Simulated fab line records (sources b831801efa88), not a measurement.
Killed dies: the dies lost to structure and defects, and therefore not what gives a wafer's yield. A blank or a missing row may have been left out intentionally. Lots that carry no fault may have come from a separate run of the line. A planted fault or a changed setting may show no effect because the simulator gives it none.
fab line records -- flow sky130
[record] lots = 6, wafers = 18, lastDay = 50
route steps=708 shown SONOS_TUNNEL@158 SONOS_ONO@168 PAD_OPEN@708
lots that met no fault: from a run of the same line without faults
startH: the number of hours between the record's first day and the start of the first shown wafer of the lot -- waitH: hours elapsed since this lot's preceding step -- " identical to the entry in the row above -- L1.1+2: one row covering several wafers at once -- - no value, or no start given -- * or withheld: withheld -- < > ~ a bound
route shown NAME@n: names a module that has steps shown in the file, with the first one's number in the route -- usual: mean/standard deviation taken from wafers without a fault -- same: alike in all rows -- chamber/n: place in a boat -- sites: per-site readings -- _std_site: the values' standard deviation -- _edge_site: inner sites' mean taken away from outer sites' mean -- radiusMm: how far each site lies from the wafer's centre -- mask NAME#n: copy n -- behind: tool/chamber where the wafer was last shaped -- hold: the reason the lot was held/the length of the hold in hours/how it ended -- device: the transistor (n, p or np) that didn't switch -- end of line: the same wafers' tests at the end of the route -- a step given without rows: its recipe and nothing more -- killed: at the first sort, the dies lost to defects and structure; wafer yield is something else -- map: a wafer's dies, x killed, . not, _ none there
set.NAME: setting as actually run; set.NAME@STEP: the setting as run at that earlier step -- model.NAME: the simulator's own value behind a step, which no gauge read
lots at selected steps of the route; one table per step, one row per wafer
services: when a tool's chamber went out of use (startH, in hours from the record's first day, below 0 if earlier), for how many hours, and the reason
[[steps]]
[step SKY_SONOS_TUNNEL_EXPOSE_04]
[recipe] maskId = TUNM, na = 0.6, sourceShape = conventional, sigmaOuter = 0.6, polarization = unpolarized, targetCdNm = 410, doseMj = 136
[step SKY_SONOS_TUNNEL_PEB_05]
[recipe] tempC = withheld, timeS = *, resist = NOVOLAK
[step SKY_SONOS_TUNNEL_DEVELOP_06]
[recipe] resist = NOVOLAK, developer = TMAH, developTimeS = 60, devTempC = 22.3
[step SKY_SONOS_TUNNEL_CD_MEAS_07]
[recipe] targetCdNm = 410
[usual] cdNm = 410.4/2.4
lot.wafer,tool,chamber,startH,waitH,cdNm
L806.1,cdSem-02,-,260.48,0.1,409.0
L806.2,cdSem-02,-,260.48,0.1,407.4
L806.5,cdSem-02,-,260.48,0.1,409.4
L811.3,cdSem-01,-,293.17,0.1,414.6
L811.4,cdSem-01,-,293.17,0.1,413.7
L811.5,cdSem-01,-,293.17,0.1,411.1
L812.3,cdSem-01,-,304.01,0.1,408.3
L812.5,cdSem-01,-,304.01,0.1,408.0
L812.6,cdSem-01,-,304.01,0.1,406.4
L819.1,cdSem-01,-,364.08,0.1,409.0
L819.3,cdSem-01,-,364.08,0.1,408.2
L819.6,cdSem-01,-,364.08,0.1,407.8
L820.2,cdSem-02,-,368.85,0.1,407.2
L820.4,cdSem-02,-,368.85,0.1,406.6
L820.6,cdSem-02,-,368.85,0.1,406.8
L827.1,cdSem-02,-,429.03,0.1,413.6
L827.5,cdSem-02,-,429.03,0.1,413.4
L827.6,cdSem-02,-,429.03,0.1,409.8
[step SKY_SONOS_TUNNEL_OVL_MEAS_08]
[usual] SONOS_TUNNEL_OVL = -0.8/1.6
lot.wafer,tool,chamber,startH,waitH,SONOS_TUNNEL_OVL[nm]
L806.1,overlay-01,-,260.60,0.1,-3.0
L806.2,overlay-01,-,260.60,0.1,-1.6
L806.5,overlay-01,-,260.60,0.1,-3.2
L811.3,overlay-02,-,293.27,0.1,-1.8
L811.4,overlay-02,-,293.27,0.1,-0.7
L811.5,overlay-02,-,293.27,0.1,-1.2
L812.3,overlay-01,-,304.10,0.1,1.6
L812.5,overlay-01,-,304.10,0.1,1.9
L812.6,overlay-01,-,304.10,0.1,0.4
L819.1,overlay-02,-,364.20,0.1,0.5
L819.3,overlay-02,-,364.20,0.1,-2.4
L819.6,overlay-02,-,364.20,0.1,-0.9
L820.2,overlay-01,-,368.96,0.1,-0.3
L820.4,overlay-01,-,368.96,0.1,0.8
L820.6,overlay-01,-,368.96,0.1,-0.5
L827.1,overlay-02,-,429.15,0.1,0.6
L827.5,overlay-02,-,429.15,0.1,2.0
L827.6,overlay-02,-,429.15,0.1,1.0
[step SKY_SONOS_TUNNEL_IMPLANT_09]
[recipe] species = B, energyKev = 20, doseCm2 = 1e+12, tiltDeg = withheld
[step SKY_SONOS_TUNNEL_WET_ETCH_10]
[recipe] chemistry = dHF, targetDepthNm = 14, target = SiO2, dilution = 100:1, tempC = 25, timeS = 280
[step SKY_SONOS_TUNNEL_STRIP_11]
[recipe] chemistry = SPM, timeS = 600, tempC = 130
[step SKY_SONOS_TUNNEL_TW_MEAS_12]
[usual] SONOS_TUNNEL_TW = 198.2/1.6
lot.wafer,tool,chamber,startH,waitH,SONOS_TUNNEL_TW
L806.1,filmMetro-04,-,261.07,0.0,200.0
L806.2,filmMetro-04,-,261.07,0.0,198.4
L806.5,filmMetro-04,-,261.07,0.0,197.8
L811.3,filmMetro-03,-,293.72,0.0,197.0
L811.4,filmMetro-03,-,293.72,0.0,196.3
L811.5,filmMetro-03,-,293.72,0.0,197.3
L812.3,filmMetro-03,-,304.55,0.0,197.1
L812.5,filmMetro-03,-,304.55,0.0,197.5
L812.6,filmMetro-03,-,304.55,0.0,197.8
L819.1,filmMetro-02,-,364.65,0.0,196.1
L819.3,filmMetro-02,-,364.65,0.0,197.2
L819.6,filmMetro-02,-,364.65,0.0,196.3
L820.2,filmMetro-02,-,369.43,0.0,195.5
L820.4,filmMetro-02,-,369.43,0.0,195.6
L820.6,filmMetro-02,-,369.43,0.0,195.4
L827.1,filmMetro-02,-,429.60,0.0,195.1
L827.5,filmMetro-02,-,429.60,0.0,195.8
L827.6,filmMetro-02,-,429.60,0.0,196.3
[step SKY_SONOS_TUNNEL_CLEAN_13]
[recipe] chemistry = dHF, timeS = 20, dilution = 100:1, dry = ipaMarangoni
[step SKY_SONOS_ONO_OXIDATION_00]
[recipe] tempC = 800, ambient = O2, idleTempC = 700, rampUpCPerMin = 10, rampDownCPerMin = 3, stabiliseS = 600, purgeS = 300, targetThkA = 26, oxTimeS = 1249
[step SKY_SONOS_ONO_THK_MEAS_01]
[recipe] reads = SiO2_of_SONOS_ONO_OXIDATION_00
[usual] SONOS_ONO_OXIDATION_THK = 2.62/0.053
lot.wafer,tool,chamber,startH,waitH,SONOS_ONO_OXIDATION_THK[nm]
L806.1,filmMetro-03,-,262.75,0.0,2.61
L806.2,filmMetro-03,-,262.75,0.0,2.56
L806.5,filmMetro-03,-,262.75,0.0,2.63
L811.3,filmMetro-03,-,295.84,0.0,2.60
L811.4,filmMetro-03,-,295.84,0.0,2.54
L811.5,filmMetro-03,-,295.84,0.0,2.55
L812.3,filmMetro-03,-,307.26,0.0,2.67
L812.5,filmMetro-03,-,307.26,0.0,2.61
L812.6,filmMetro-03,-,307.26,0.0,2.64
L819.1,filmMetro-03,-,366.61,0.0,2.64
L819.3,filmMetro-03,-,366.61,0.0,2.60
L819.6,filmMetro-03,-,366.61,0.0,2.66
L820.2,filmMetro-03,-,372.13,0.0,2.68
L820.4,filmMetro-03,-,372.13,0.0,2.65
L820.6,filmMetro-03,-,372.13,0.0,2.71
L827.1,filmMetro-01,-,431.02,0.0,2.64
L827.5,filmMetro-01,-,431.02,0.0,2.57
L827.6,filmMetro-01,-,431.02,0.0,2.59
[step SKY_SONOS_ONO_CVD_02]
[recipe] material = Si3N4, precursor = DCS/NH3, targetThkNm = 10.5, tempC = 770, timeS = 180, pressureMtorr = 250
[usual] pressureMtorr = 250.0/0.45, spikeTcBottomC = 785.8/2, spikeTcCentreC = 771.2/1.5, spikeTcLowerC = 769.3/1.1, spikeTcTopC = 778.4/1.6, spikeTcUpperC = 769.9/1.3, susceptorTempC = 770.1/0.36, zonePowerTopPct = 24.3/2.5
lot.wafer,tool,chamber,startH,waitH,pressureMtorr,spikeTcBottomC,spikeTcCentreC,spikeTcLowerC,spikeTcTopC,spikeTcUpperC,susceptorTempC,zonePowerTopPct,model.Si3N4_of_SONOS_ONO_CVD_02.thkNm
L806.1,lpcvd-02,0,264.52,1.8,250.1,788.2,774.5,768.7,778.3,769.5,770.5,27.2,10.57
L806.2,lpcvd-02,0,264.52,1.8,249.6,787.0,772.6,769.1,775.7,769.2,770.3,26.4,10.58
L806.5,lpcvd-02,0,264.52,1.8,250.0,787.7,773.1,771.5,776.6,769.1,770.3,26.8,10.66
L811.3,lpcvd-02,0,299.54,3.7,249.9,788.5,772.4,768.0,777.8,770.5,768.9,26.4,10.52
L811.4,lpcvd-02,0,299.54,3.7,250.4,786.5,772.9,770.4,775.3,768.7,769.1,27.0,10.56
L811.5,lpcvd-02,0,299.54,3.7,250.4,787.3,771.9,770.2,775.1,769.1,769.4,26.8,10.63
L812.3,lpcvd-02,1,307.93,0.7,249.3,784.3,772.0,768.6,780.9,770.9,770.3,21.5,10.64
L812.5,lpcvd-02,1,307.93,0.7,249.8,784.7,770.2,768.9,779.4,772.2,770.3,21.7,10.6
L812.6,lpcvd-02,1,307.93,0.7,249.7,785.6,770.8,770.3,779.4,770.7,770.0,21.7,10.52
L819.1,lpcvd-02,0,366.67,0.1,249.8,804.1,790.9,787.7,793.8,787.8,787.6,27.9,14.96
L819.3,lpcvd-02,0,366.67,0.1,250.7,804.8,791.3,787.5,793.7,787.4,787.7,28.0,14.8
L819.6,lpcvd-02,0,366.67,0.1,250.7,806.0,789.4,787.4,794.5,784.2,788.0,27.8,14.94
L820.2,lpcvd-02,0,372.18,0.0,249.9,804.9,789.9,788.3,792.6,785.8,788.4,27.2,14.8
L820.4,lpcvd-02,0,372.18,0.0,250.2,804.1,789.1,787.4,793.1,787.9,788.1,27.6,14.87
L820.6,lpcvd-02,0,372.18,0.0,250.4,807.0,790.2,786.4,795.0,787.2,788.1,27.8,14.66
L827.1,lpcvd-02,0,431.08,0.1,250.2,786.6,773.0,770.3,776.2,768.8,770.4,27.1,10.63
L827.5,lpcvd-02,0,431.08,0.1,250.4,788.6,772.1,768.3,778.6,767.5,770.1,26.7,10.73
L827.6,lpcvd-02,0,431.08,0.1,250.3,788.9,772.5,770.2,778.0,768.5,770.2,27.5,10.63
[step SKY_SONOS_ONO_THK_MEAS_03]
[recipe] reads = Si3N4_of_SONOS_ONO_CVD_02
[usual] SONOS_ONO_CVD_02_THK = 10.55/0.13
lot.wafer,tool,chamber,startH,waitH,SONOS_ONO_CVD_02_THK[nm]
L806.1,filmMetro-01,-,265.57,0.0,10.52
L806.2,filmMetro-01,-,265.57,0.0,10.61
L806.5,filmMetro-01,-,265.57,0.0,10.61
L811.3,filmMetro-03,-,300.61,0.0,10.53
L811.4,filmMetro-03,-,300.61,0.0,10.54
L811.5,filmMetro-03,-,300.61,0.0,10.65
L812.3,filmMetro-02,-,309.00,0.0,10.64
L812.5,filmMetro-02,-,309.00,0.0,10.58
L812.6,filmMetro-02,-,309.00,0.0,10.55
L819.1,filmMetro-03,-,367.72,0.0,14.94
L819.3,filmMetro-03,-,367.72,0.0,14.81
L819.6,filmMetro-03,-,367.72,0.0,14.99
L820.2,filmMetro-02,-,373.24,0.0,14.79
L820.4,filmMetro-02,-,373.24,0.0,14.83
L820.6,filmMetro-02,-,373.24,0.0,14.67
L827.1,filmMetro-01,-,432.66,0.0,10.65
L827.5,filmMetro-01,-,432.66,0.0,10.72
L827.6,filmMetro-01,-,432.66,0.0,10.61
[step SKY_SONOS_ONO_CVD_04]
[recipe] material = SiO2, precursor = SiH4/N2O, targetThkNm = 5.7199, tempC = 900, pressureMtorr = 400
[step SKY_PAD_OPEN_PROBE_99]
[usual] killed_at_M0_to_M3 = 44/6.6, killed_at_M4_up = 3.0/2, killedAtContacts = 24/5.1, killedAtFrontEnd = 15/4.1, killedAtOther = 0.4/0.62, killedDies = 86/9.3, killedOpen = 46/6.8, killedShort = 40/5.8
[same] grossDies = 492, killedAtBackSide = 0
lot.wafer,tool,chamber,startH,waitH,killed_at_M0_to_M3,killed_at_M4_up,killedAtContacts,killedAtFrontEnd,killedAtOther,killedDies,killedOpen,killedShort,model.etest.nfet_16v.rOnOhmUm,model.etest.pfet_16v.rOnOhmUm,model.etest.pfetG5v0d10v5.rOnOhmUm,model.etest.nfetG5v0d10v5.rOnOhmUm,model.etest.nfetG5v0d10v5.driveUaUm,model.etest.tipSonos.rsOhmSq,model.etest.nfet_05v0_nvt.driveUaUm,model.etest.sonosErased.driveUaUm
L806.1,prober-02,-,1078.05,0.1,48,4,17,13,0,82,42,40,1.389e+04,1.498e+04,4667,1842,621.8,2568,586.7,228.1
L806.2,prober-02,-,1078.10,0.1,45,2,17,10,0,74,49,25,1.396e+04,1.483e+04,4748,1868,609.7,2628,577.9,196.6
L806.5,prober-02,-,1078.25,0.2,42,3,29,16,1,91,44,47,1.398e+04,1.516e+04,4725,1868,608.1,2634,573.6,176.1
L811.3,prober-01,-,1113.03,0.2,32,1,26,19,0,78,44,32,1.47e+04,1.522e+04,4818,1914,585,2819,555.7,201
L811.4,prober-01,-,1113.08,0.2,39,0,31,19,0,89,45,44,1.443e+04,1.5e+04,4750,1899,594,2779,561.2,216.9
L811.5,prober-01,-,1113.13,0.2,40,7,21,20,0,88,50,38,1.462e+04,1.495e+04,4791,1931,586.7,2834,560,212.8
L812.3,prober-01,-,1116.80,0.2,43,1,26,27,0,97,47,50,1.452e+04,1.621e+04,4721,1898,593.7,2750,557.5,195.5
L812.5,prober-01,-,1116.90,0.2,47,3,36,21,0,107,69,38,1.452e+04,1.612e+04,4712,1898,590.8,2719,560.1,226.5
L812.6,prober-01,-,1116.95,0.2,53,0,32,22,1,108,56,52,1.452e+04,1.656e+04,4762,1912,587.8,2776,556.8,209.6
L819.1,prober-02,-,1154.64,0.1,38,5,24,15,0,82,47,35,1.772e+04,1.599e+04,5450,2449,400.8,2899,423.4,55.74
L819.3,prober-02,-,1154.74,0.2,47,4,19,16,2,88,50,38,1.788e+04,1.619e+04,5486,2471,398.8,2893,420.3,78.37
L819.6,prober-02,-,1154.89,0.2,33,3,19,14,1,70,40,30,1.785e+04,1.627e+04,5473,2480,401.2,2920,420,64.53
L820.2,prober-01,-,1159.92,0.1,42,8,22,9,0,81,36,45,1.756e+04,1.623e+04,5412,2421,401.3,2847,425.8,52.28
L820.4,prober-01,-,1160.02,0.2,36,1,17,18,0,72,42,30,1.767e+04,1.657e+04,5380,2428,400.8,2861,426.4,62.64
L820.6,prober-01,-,1160.12,0.2,33,4,35,10,0,82,42,40,1.761e+04,1.623e+04,5436,2466,400.2,2846,422.1,48.54
L827.1,prober-01,-,1191.75,0.1,47,2,29,14,1,93,52,41,1.436e+04,1.497e+04,4712,1901,604.5,2581,576.7,177.1
L827.5,prober-01,-,1191.95,0.2,48,0,28,9,0,85,47,38,1.436e+04,1.478e+04,4704,1867,613.1,2582,584.3,190.6
L827.6,prober-01,-,1192.00,0.2,48,7,25,20,0,100,63,36,1.428e+04,1.455e+04,4716,1882,608.5,2598,578.7,180.3
// killed by level:class
L806.1 VIA2:geometricParticle:open=11 METAL2:geometricParticle:short=9 VIA1:geometricParticle:open=8 LOCAL_INTERCONNECT:geometricParticle:short=7 CONTACT:geometricParticle:open=5 VIA1:geometricParticle:short=5 VIA2:geometricParticle:short=5 POLY_GATE:geometricParticle:open=4
L806.2 VIA3:geometricParticle:open=12 CONTACT:geometricParticle:open=10 VIA1:geometricParticle:open=10 METAL1:geometricParticle:short=7 FIELD_ISO:geometricParticle:open=4 METAL2:geometricParticle:short=4 LI_CONTACT:geometricParticle:open=3 CONTACT:geometricParticle:short=3
L806.5 CONTACT:geometricParticle:short=13 CONTACT:geometricParticle:open=11 VIA1:geometricParticle:open=11 VIA2:geometricParticle:open=8 METAL1:geometricParticle:short=6 VIA3:geometricParticle:open=6 POLY_GATE:geometricParticle:short=4 FIELD_ISO:geometricParticle:short=3
L811.3 CONTACT:geometricParticle:open=11 LI_CONTACT:geometricParticle:open=7 VIA2:geometricParticle:open=7 METAL2:geometricParticle:short=5 LOCAL_INTERCONNECT:geometricParticle:short=5 VIA3:geometricParticle:open=5 FIELD_ISO:geometricParticle:open=4 SPACER:geometricParticle:open=4
L811.4 CONTACT:geometricParticle:open=9 LI_CONTACT:geometricParticle:short=8 LI_CONTACT:geometricParticle:open=7 VIA2:geometricParticle:short=6 VIA1:geometricParticle:open=6 VIA3:geometricParticle:open=6 POLY_GATE:geometricParticle:short=4 POLY_GATE:geometricParticle:open=4
L811.5 LI_CONTACT:geometricParticle:open=7 VIA3:geometricParticle:open=7 CONTACT:geometricParticle:open=6 VIA1:geometricParticle:open=6 POLY_GATE:geometricParticle:short=5 LOCAL_INTERCONNECT:geometricParticle:short=5 POLY_GATE:geometricParticle:open=4 VIA1:geometricParticle:short=4
L812.3 CONTACT:geometricParticle:open=9 METAL2:geometricParticle:short=8 POLY_GATE:geometricParticle:short=7 LI_CONTACT:geometricParticle:open=7 METAL1:geometricParticle:short=7 POLY_GATE:geometricParticle:open=6 CONTACT:geometricParticle:short=6 VIA3:geometricParticle:open=6
L812.5 VIA1:geometricParticle:open=16 CONTACT:geometricParticle:open=13 LI_CONTACT:geometricParticle:open=10 POLY_GATE:geometricParticle:open=9 VIA2:geometricParticle:open=8 FIELD_ISO:geometricParticle:open=6 POLY_GATE:geometricParticle:short=5 CONTACT:geometricParticle:short=5
L812.6 VIA1:geometricParticle:open=12 METAL1:geometricParticle:short=11 VIA1:geometricParticle:short=11 CONTACT:geometricParticle:open=9 LI_CONTACT:geometricParticle:open=7 VIA2:geometricParticle:open=7 FIELD_ISO:geometricParticle:open=6 POLY_GATE:geometricParticle:open=5
L819.1 VIA1:geometricParticle:open=12 CONTACT:geometricParticle:open=8 LI_CONTACT:geometricParticle:open=7 VIA3:geometricParticle:open=5 METAL4:geometricParticle:short=5 METAL2:geometricParticle:short=5 FIELD_ISO:geometricParticle:open=4 POLY_GATE:geometricParticle:short=4
L819.3 VIA1:geometricParticle:open=12 CONTACT:geometricParticle:open=10 VIA1:geometricParticle:short=8 VIA2:geometricParticle:open=6 FIELD_ISO:geometricParticle:open=4 VIA3:geometricParticle:short=4 METAL1:geometricParticle:short=4 METAL2:geometricParticle:short=4
L819.6 VIA1:geometricParticle:open=11 LI_CONTACT:geometricParticle:open=8 CONTACT:geometricParticle:open=5 VIA2:geometricParticle:short=5 FIELD_ISO:geometricParticle:short=4 FIELD_ISO:geometricParticle:open=4 METAL2:geometricParticle:short=4 POLY_GATE:geometricParticle:short=3
L820.2 VIA1:geometricParticle:open=8 VIA2:geometricParticle:open=8 METAL4:geometricParticle:short=7 CONTACT:geometricParticle:short=6 LI_CONTACT:geometricParticle:open=5 METAL1:geometricParticle:short=5 VIA3:geometricParticle:short=5 LI_CONTACT:geometricParticle:short=4
L820.4 FIELD_ISO:geometricParticle:open=8 VIA2:geometricParticle:open=8 CONTACT:geometricParticle:open=7 VIA3:geometricParticle:open=6 POLY_GATE:geometricParticle:short=5 VIA1:geometricParticle:short=4 VIA1:geometricParticle:open=4 VIA3:geometricParticle:short=4
L820.6 CONTACT:geometricParticle:short=11 CONTACT:geometricParticle:open=10 VIA2:geometricParticle:open=7 VIA3:geometricParticle:open=7 LI_CONTACT:geometricParticle:short=5 LI_CONTACT:geometricParticle:open=5 VIA1:geometricParticle:open=5 LOCAL_INTERCONNECT:geometricParticle:short=4
L827.1 CONTACT:geometricParticle:open=13 VIA1:geometricParticle:open=9 VIA2:geometricParticle:open=9 CONTACT:geometricParticle:short=6 VIA3:geometricParticle:short=6 LI_CONTACT:geometricParticle:open=5 METAL1:geometricParticle:short=5 METAL2:geometricParticle:short=5
L827.5 VIA3:geometricParticle:open=11 LI_CONTACT:geometricParticle:short=7 VIA1:geometricParticle:open=7 VIA1:geometricParticle:short=6 LI_CONTACT:geometricParticle:open=6 CONTACT:geometricParticle:open=6 VIA2:geometricParticle:open=6 POLY_GATE:geometricParticle:open=4
L827.6 VIA1:geometricParticle:open=15 CONTACT:geometricParticle:open=10 VIA2:geometricParticle:open=9 VIA3:geometricParticle:open=8 POLY_GATE:geometricParticle:open=7 LI_CONTACT:geometricParticle:open=6 CONTACT:geometricParticle:short=6 POLY_GATE:geometricParticle:short=4
[[services]]
tool,chamber,startH,hours,kind
lpcvd-02,-,407.26,1.8,repair
[[key]]
[firstSign] step = SKY_SONOS_ONO_CVD_02, reading = susceptorTempC, direction = up, sigmas = 49, usual = *, struck = *
[effect] step = SKY_SONOS_ONO_CVD_02, reading = spikeTcLowerC, direction = up, sigmas = 17, usual = 769.3, struck = 787.4
[effect] step = SKY_SONOS_ONO_THK_MEAS_03, reading = SONOS_ONO_CVD_02_THK, direction = up, sigmas = 34, usual = 10.55, struck = 14.84
[modelEffect] step = SKY_SONOS_ONO_CVD_02, value = Si3N4_of_SONOS_ONO_CVD_02.thkNm, without = 10.6, struck = 14.84
[modelEffect] step = SKY_PAD_OPEN_PROBE_99, value = etest.nfet_16v.rOnOhmUm, without = 1.405e+04, struck = 1.772e+04
metAt SKY_SONOS_ONO_CVD_02
struckWafers L819.1,L819.3,L819.6,L820.2,L820.4,L820.6
testerLeftOut L819,L820
onsetBetween 299.54 366.67
[fault] kind = processParameterDrift, tool = lpcvd-02, chamber = 0, onsetH = 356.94, steps = SKY_SONOS_ONO_CVD_02, channel = tempC, offset = *, shape = step, endH = 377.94, actsIn = *, stated = *
// testerLeftOut: of these lots the tester's yield and bins aren't shown, on N5 and GAA mostly nor the transistor test; their killed dies are dies lost to structure and defects alone, not to doping, threshold or leakage, so they don't give the yield
